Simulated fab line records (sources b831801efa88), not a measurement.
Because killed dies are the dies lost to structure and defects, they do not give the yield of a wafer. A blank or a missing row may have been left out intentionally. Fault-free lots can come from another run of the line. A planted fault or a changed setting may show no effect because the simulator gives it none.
Which tool is to blame? || flow sfq_line || 14 lots, 42 wafers sampled, at 1 step of a route of 325

## WHAT THE GAUGES SHOWED, per wafer
Not one reading of a measure or inspect step in the record can be checked against a usual standard deviation.

## EACH LOT AND THE TOOL THAT RAN IT (in order: tool; ch and the chambers of the sampled wafers; start)
{"lot": "L555", "SFQ_TRILAYER_I7_VIA_LITHO_COAT_187": "litho_track-02 ch 0, day 77 16:57"}
{"lot": "L556", "SFQ_TRILAYER_I7_VIA_LITHO_COAT_187": "litho_track-02 ch 0, day 77 20:00"}
{"lot": "L559", "SFQ_TRILAYER_I7_VIA_LITHO_COAT_187": "litho_track-01 ch 0, day 78 06:51"}
{"lot": "L560", "SFQ_TRILAYER_I7_VIA_LITHO_COAT_187": "litho_track-01 ch 0, day 78 08:10"}
{"lot": "L561", "SFQ_TRILAYER_I7_VIA_LITHO_COAT_187": "litho_track-03 ch 0, day 78 14:07"}
{"lot": "L562", "SFQ_TRILAYER_I7_VIA_LITHO_COAT_187": "litho_track-03 ch 0, day 78 17:10"}
{"lot": "L563", "SFQ_TRILAYER_I7_VIA_LITHO_COAT_187": "litho_track-01 ch 0, day 79 06:06"}
{"lot": "L564", "SFQ_TRILAYER_I7_VIA_LITHO_COAT_187": "litho_track-01 ch 0, day 79 21:40"}
{"lot": "L569", "SFQ_TRILAYER_I7_VIA_LITHO_COAT_187": "litho_track-03 ch 0, day 86 00:54"}
{"lot": "L573", "SFQ_TRILAYER_I7_VIA_LITHO_COAT_187": "litho_track-01 ch 0, day 86 11:28"}
{"lot": "L574", "SFQ_TRILAYER_I7_VIA_LITHO_COAT_187": "litho_track-01 ch 0, day 86 13:19"}
{"lot": "L575", "SFQ_TRILAYER_I7_VIA_LITHO_COAT_187": "litho_track-02 ch 0, day 86 14:28"}
{"lot": "L576", "SFQ_TRILAYER_I7_VIA_LITHO_COAT_187": "litho_track-03 ch 0, day 86 16:16"}
{"lot": "L578", "SFQ_TRILAYER_I7_VIA_LITHO_COAT_187": "litho_track-03 ch 0, day 88 01:47"}
- SFQ_TRILAYER_I7_VIA_LITHO_COAT_187: resist thk 650 nm.

## AS READ BY THE TOOLS THEMSELVES (means over the sampled wafers that have a number; for cases with no such wafer, the mark the record gives instead)
SFQ_TRILAYER_I7_VIA_LITHO_COAT_187.
{"lot": "L555", "tool": "litho_track-02", "spin_speed_rpm (rpm)": 2998.4}
{"lot": "L556", "tool": "litho_track-02", "spin_speed_rpm (rpm)": 3001.5}
{"lot": "L559", "tool": "litho_track-01", "spin_speed_rpm (rpm)": 2998.7}
{"lot": "L560", "tool": "litho_track-01", "spin_speed_rpm (rpm)": 2998.0}
{"lot": "L561", "tool": "litho_track-03", "spin_speed_rpm (rpm)": 2998.1}
{"lot": "L562", "tool": "litho_track-03", "spin_speed_rpm (rpm)": 3001.0}
{"lot": "L563", "tool": "litho_track-01", "spin_speed_rpm (rpm)": 3001.7}
{"lot": "L564", "tool": "litho_track-01", "spin_speed_rpm (rpm)": 2997.8}
{"lot": "L569", "tool": "litho_track-03", "spin_speed_rpm (rpm)": 3001.1}
{"lot": "L573", "tool": "litho_track-01", "spin_speed_rpm (rpm)": 3596.1}
{"lot": "L574", "tool": "litho_track-01", "spin_speed_rpm (rpm)": 3594.2}
{"lot": "L575", "tool": "litho_track-02", "spin_speed_rpm (rpm)": 2999.5}
{"lot": "L576", "tool": "litho_track-03", "spin_speed_rpm (rpm)": 2998.5}
{"lot": "L578", "tool": "litho_track-03", "spin_speed_rpm (rpm)": 2997.9}

## THE ANSWER, worked out from the rows above alone
Rule: the lots themselves supply what counts as usual. Put in order of their means at a reading, lots are off if they are a third of the lots or fewer, leave a main group of 4 or more, and stand apart from it by a gap of 3 or more times the standard deviation of the main group's means; of several such gaps the widest counts. Not used: any main group whose means are identical at the precision the tables above print for the reading. A lot without any number at a reading at which 4 lots or more have one is off too. Any other lot the step has rows for is counted as sound. Order of review: gauges by route order, followed by the tools' own readings, for which a lot's mean as printed above is used. At the first step where some lot is off, the reading lying furthest off is the one used; lots without a number count as furthest.
Off at SFQ_TRILAYER_I7_VIA_LITHO_COAT_187 (spin_speed_rpm): L573, L574. Main group: mean 2999.3 rpm, sd 1.5.
A tool fits if, at that step or a process step before it, it ran every lot that is off, and no sound lot after the first of them. One fits: litho_track-01 at SFQ_TRILAYER_I7_VIA_LITHO_COAT_187. Its last sound lot is L564 (day 79 21:40), its first lot that is off L573 (day 86 11:28): a fault that began between those two fits.
The tool's own readings at SFQ_TRILAYER_I7_VIA_LITHO_COAT_187 bear it out: on the lots that are off they differ by more than 5 times the standard deviation of the sound lots' means. spin_speed_rpm reads 3595.1 rpm there against 2999.3 rpm on the sound lots.

## WHAT THE SIMULATOR HAD INSERTED
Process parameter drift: litho_track-01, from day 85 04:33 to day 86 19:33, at SFQ_TRILAYER_I7_VIA_LITHO_COAT_187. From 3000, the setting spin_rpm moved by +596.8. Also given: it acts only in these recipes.
Shown lots that were struck: L573, L574. This agrees with what the rule above found.
